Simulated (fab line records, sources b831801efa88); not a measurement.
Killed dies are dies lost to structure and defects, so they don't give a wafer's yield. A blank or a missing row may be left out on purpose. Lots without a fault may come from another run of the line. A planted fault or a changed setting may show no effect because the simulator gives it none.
A struck lot beside a sound one | flow sky130 | 15 steps out of a route of 708
Sound: wafers L671.2, L671.3, L671.5. Struck: wafers L670.1, L670.2, L670.5. The cause comes at the end.
At each step with rows: each side's tool, then ch and its chambers, then its first start. Under that, the readings that differ: sound wafers | struck wafers | difference of the means | sigmas: that difference in standard deviations of wafers without a fault.
alike: readings whose means differ by less than 2 such deviations, and words and numbers that are the same on both sides. not compared: withheld readings, readings that some wafer has no value for, bounds like >300 that may hide the same value, and numbers for which the record gives no deviation and whose values overlap.
The two part at a step that has a row with sigmas, a row that says differs or no value, or rows on one side only. Numbers that don't overlap but have no deviation are shown without sigmas and don't part them. A reading that every wafer of one side lacks parts them only if that side has two wafers or more.

first, 4 steps without rows for these wafers: SKY_VIA1_SOFTBAKE_08 (time 90 s); SKY_VIA1_EXPOSE_09 (exposes mask VIM, target cd 150 nm); SKY_VIA1_PEB_10; SKY_VIA1_DEVELOP_11 (develop time 60 s).
SKY_VIA1_CD_MEAS_12: target cd 150 nm.
  sound on cd_sem-02, day 38 09:13; struck on cd_sem-01, day 38 09:32
  alike: cd_nm
SKY_VIA1_OVL_MEAS_13:
  sound on overlay-01, day 38 09:19; struck on overlay-01, day 38 09:40
  alike: VIA1_OVL
SKY_VIA1_ETCH_14: etches BARC in N2/H2, stops on SiO2, time 45.9 s, target depth 60 nm.
  sound on rie_diel-04 ch 1,2,3, day 38 09:20; struck on rie_diel-03 ch 1,2,3, day 38 09:41
  alike: drypump_motor_current_A, h2_flow_sccm, n2_flow_sccm, oes_product_au, throttle_valve_pct
  not compared: rf_hours_counter_h
SKY_VIA1_ETCH_15: etches SiO2 in C4F8/O2/Ar, stops on TiN, target depth 351 nm, time 54 s.
  sound on rie_diel-04 ch 1,2,3, day 38 09:23; struck on rie_diel-03 ch 1,2,3, day 38 09:44
  alike: oes_product_au
  not compared: rf_hours_counter_h
SKY_VIA1_STRIP_16: strips in O2/N2.
  sound on plasma_asher-04 ch 0,1, day 38 09:26; struck on plasma_asher-01 ch 0,1, day 38 09:47
  alike: drypump_motor_current_A, n2_flow_sccm, oes_product_au, strip_time_to_endpoint_s
  not compared: rf_hours_counter_h
then, 3 steps without rows for these wafers: SKY_VIA1_STRIP_17 (strips in post etch residue remover, time 1200 s); SKY_VIA1_CLEAN_18 (cleans in IPA, time 180 s); SKY_VIA1_CLEAN_19 (cleans in O3/DIW).
SKY_VIA1_SPUTTER_20: material TiN, target thk 20 nm, time 80 s.
  sound on pvd_sputter-04, day 38 10:01; struck on pvd_sputter-02, day 38 10:23
  reading                                  | sound                | struck               | difference | sigmas
  cathode_dc_power_W (W)                   | 3999.7 3999.8 3998.7 | 3838.1 3837.3 3837.6 | -161.7     | -99 or more
  model.TiN_of_VIA1_SPUTTER_20.thk_nm (nm) | 19.91 20.14 20.13    | 19.26 19.44 19.17    | -0.77      |
  alike: throttle_valve_pct
SKY_VIA1_CVD_21: deposits W, target thk 270 nm, time 80.902 s.
  sound on cvd_w-02 ch 0,1, day 38 10:05; struck on cvd_w-01 ch 0,1, day 38 10:27
  alike: chamber_pressure_Torr, heater_power_outer_w, heater_power_w
-- the record jumps here: 11 days lie between the struck wafers' starts before and after (it left off in module VIA1 and takes up again in module PAD_OPEN, whose first step shown is number 708 of the route) --
SKY_PAD_OPEN_PROBE_99:
  the record has rows for the struck wafers here (prober-01, day 49 05:23) and none for the sound ones

WHERE THEY PART
First at SKY_VIA1_SPUTTER_20; last, within this record, at SKY_PAD_OPEN_PROBE_99.

WHY: what the simulator had put in
Process parameter drift: pvd_sputter-02, from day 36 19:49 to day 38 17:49, at SKY_VIA1_SPUTTER_20. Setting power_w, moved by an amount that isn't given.
